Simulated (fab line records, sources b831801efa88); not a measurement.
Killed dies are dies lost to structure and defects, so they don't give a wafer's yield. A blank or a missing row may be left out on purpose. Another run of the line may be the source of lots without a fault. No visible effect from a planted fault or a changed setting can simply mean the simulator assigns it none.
Which tool was responsible? | flow sky130 | 13 lots with 39 wafers sampled at 5 steps, on a route of 708 steps

WHAT EACH GAUGE READ, for each wafer
SKY_FIELD_ISO_CD_MEAS_13: the cd target is 150 nm.
lot  | measured    | on       | cdNm (nm)
L670 | day 2 04:53 | cdSem-01 | 152.4 153.0 153.5
L671 | day 2 11:58 | cdSem-01 | 149.6 147.4 147.3
L672 | day 2 17:16 | cdSem-02 | 154.9 155.8 155.4
L674 | day 3 06:30 | cdSem-02 | 149.8 151.5 150.4
L675 | day 3 09:18 | cdSem-01 | 148.9 148.3 149.1
L676 | day 3 18:25 | cdSem-01 | 150.4 148.9 149.8
L678 | day 3 23:46 | cdSem-01 | 149.1 149.4 150.1
L681 | day 4 16:01 | cdSem-01 | 150.8 150.9 149.7
L682 | day 5 03:31 | cdSem-01 | 150.1 149.1 150.1
L689 | day 6 08:38 | cdSem-02 | 149.8 152.4 150.9
L690 | day 6 15:17 | cdSem-01 | 153.9 153.4 153.5
L692 | day 7 00:20 | cdSem-02 | 149.3 149.5 150.4
L693 | day 7 08:51 | cdSem-01 | 148.0 147.8 149.0

SKY_FIELD_ISO_THK_MEAS_23.
lot  | measured    | on           | FIELD_ISO_OXIDATION_01_THK (nm)
L670 | day 2 08:07 | filmMetro-02 | 9.93 9.75 9.74
L671 | day 2 13:49 | filmMetro-04 | 10.07 9.76 9.85
L672 | day 2 22:07 | filmMetro-02 | 10.18 9.89 9.93
L674 | day 3 14:47 | filmMetro-02 | 10.19 9.95 10.03
L675 | day 3 14:47 | filmMetro-03 | 10.08 9.94 9.95
L676 | day 4 02:12 | filmMetro-04 | 10.32 9.99 10.03
L678 | day 4 02:13 | filmMetro-02 | 10.04 10.14 10.06
L681 | day 4 20:11 | filmMetro-02 | 10.22 10.13 10.29
L682 | day 5 06:49 | filmMetro-04 | 10.55 10.38 10.49
L689 | day 6 16:12 | filmMetro-02 | 10.02 9.93 10.00
L690 | day 6 22:23 | filmMetro-02 | 9.86 9.66 9.89
L692 | day 7 02:25 | filmMetro-02 | 10.34 10.30 10.16
L693 | day 7 10:51 | filmMetro-02 | 10.25 10.46 10.13

SKY_FIELD_ISO_THK_MEAS_25.
lot  | measured    | on           | FIELD_ISO_CVD_24_THK (nm)
L670 | day 2 08:15 | filmMetro-03 | 605 601 602
L671 | day 2 13:56 | filmMetro-02 | 604 613 590
L672 | day 2 22:15 | filmMetro-03 | 593 591 598
L674 | day 3 14:56 | filmMetro-02 | 590 583 586
L675 | day 3 15:00 | filmMetro-03 | 595 604 599
L676 | day 4 02:20 | filmMetro-03 | 602 602 605
L678 | day 4 02:25 | filmMetro-04 | 591 590 598
L681 | day 4 20:19 | filmMetro-02 | 599 593 592
L682 | day 5 06:56 | filmMetro-03 | 599 603 592
L689 | day 6 16:20 | filmMetro-03 | 592 588 594
L690 | day 6 22:31 | filmMetro-04 | 587 586 586
L692 | day 7 02:33 | filmMetro-04 | 604 598 596
L693 | day 7 10:59 | filmMetro-02 | 601 602 606

SKY_NWELL_RS_MEAS_29: the measuring method here is four-point-probe.
lot  | measured     | on           | NWELL_RS (ohm/sq)
L670 | day 5 04:35  | filmMetro-04 | 625.2 622.2 622.4
L671 | day 5 11:10  | filmMetro-01 | 621.9 622.7 624.1
L672 | day 6 03:11  | filmMetro-03 | 625.2 625.9 626.4
L674 | day 7 08:56  | filmMetro-03 | 626.4 626.7 625.7
L675 | day 7 09:27  | filmMetro-01 | 626.1 626.5 625.1
L676 | day 7 18:23  | filmMetro-01 | 623.0 624.3 622.9
L678 | day 7 18:46  | filmMetro-04 | 624.5 624.4 622.6
L681 | day 8 03:48  | filmMetro-01 | 613.8 615.2 615.5
L682 | day 8 18:11  | filmMetro-03 | 616.9 616.8 617.1
L689 | day 10 15:43 | filmMetro-03 | 627.8 625.9 624.8
L690 | day 10 15:50 | filmMetro-01 | 624.3 624.2 623.9
L692 | day 10 23:57 | filmMetro-01 | 625.8 626.2 624.8
L693 | day 11 07:09 | filmMetro-03 | 624.3 623.4 625.5

EACH LOT AND THE TOOL THAT RAN IT (in order: tool; ch and the chambers of the sampled wafers; start)
lot  | SKY_NWELL_IMPLANT_13
L670 | implanter-01 ch 0, day 4 11:26
L671 | implanter-04 ch 0, day 4 17:40
L672 | implanter-02 ch 0, day 5 09:38
L674 | implanter-02 ch 0, day 6 13:53
L675 | implanter-04 ch 0, day 6 14:26
L676 | implanter-01 ch 0, day 6 21:41
L678 | implanter-02 ch 0, day 6 22:03
L681 | implanter-02 ch 0, day 7 07:01
L682 | implanter-02 ch 0, day 7 20:50
L689 | implanter-04 ch 0, day 9 16:39
L690 | implanter-01 ch 0, day 9 17:20
L692 | implanter-01 ch 0, day 10 01:12
L693 | implanter-04 ch 0, day 10 08:22
- SKY_NWELL_IMPLANT_13

WHAT THE TOOLS THEMSELVES READ (means of the sampled wafers that have a number; where no wafer has one, the mark that the record gives instead)
SKY_NWELL_IMPLANT_13.
lot  | tool         | beamEnergyKeV | doseIonsCm2 | faradayCurrentUA
L670 | implanter-01 | 49.997        | 7.000e+11   | 3.96
L671 | implanter-04 | 49.998        | 7.002e+11   | 3.93
L672 | implanter-02 | 49.980        | 7.000e+11   | 3.98
L674 | implanter-02 | 50.000        | 6.983e+11   | 3.93
L675 | implanter-04 | 49.992        | 6.998e+11   | 4.06
L676 | implanter-01 | 50.000        | 7.003e+11   | 3.96
L678 | implanter-02 | 49.995        | 7.003e+11   | 3.97
L681 | implanter-02 | 49.999        | 9.990e+11   | 5.55
L682 | implanter-02 | 50.008        | 9.999e+11   | 5.69
L689 | implanter-04 | 50.009        | 6.989e+11   | 3.98
L690 | implanter-01 | 50.010        | 6.997e+11   | 3.91
L692 | implanter-01 | 50.018        | 6.999e+11   | 4.01
L693 | implanter-04 | 50.002        | 6.997e+11   | 3.99

THE ANSWER, worked out from the rows above alone
Rule: usual is defined by the lots themselves. The widest of any qualifying gaps counts: lots, ordered by their means at a reading, are off when they make up no more than a third of the lots, leave a main group of 4 or more, and stand apart from it by 3 or more times the standard deviation of that group's means. A main group is skipped when, at the precision printed for the reading in the tables above, its means are all equal. A lot without any number at a reading at which 4 lots or more have one is off too. All remaining lots with rows at the step are treated as sound. The gauges are gone through in route order, then the tools' own readings, and for those a lot's mean is taken as printed above. At the first step where some lot is off, the reading lying furthest off is the one used; lots without a number count as furthest.
Off: L681, L682, at SKY_NWELL_RS_MEAS_29 (NWELL_RS). The main group: mean 624.7 ohm/sq, standard deviation 1.2.
A tool fits if, at a process step before that reading, it ran every lot that is off, and no sound lot after the first of them. Not tried: the gauges at SKY_NWELL_RS_MEAS_29; whatever is off there is also off at SKY_NWELL_IMPLANT_13, on other tools, and gauge error can't account for it. One fits: SKY_NWELL_IMPLANT_13 on implanter-02. A fault onset in the window from L678 (day 6 22:03, its last sound lot) to L681 (day 7 07:01, its first lot off) fits.
The tool's own readings at SKY_NWELL_IMPLANT_13 bear it out: on the lots that are off they differ by more than 5 times the standard deviation of the sound lots' means. doseIonsCm2 reads 9.994e+11 there against 6.997e+11 on the sound lots; faradayCurrentUA reads 5.62 there against 3.97 on the sound lots.

WHAT WAS PUT IN BY THE SIMULATOR
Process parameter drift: implanter-02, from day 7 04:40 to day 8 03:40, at SKY_NWELL_IMPLANT_13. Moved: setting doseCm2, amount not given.
Lots struck among those shown: L681, L682. The rule above found the same.
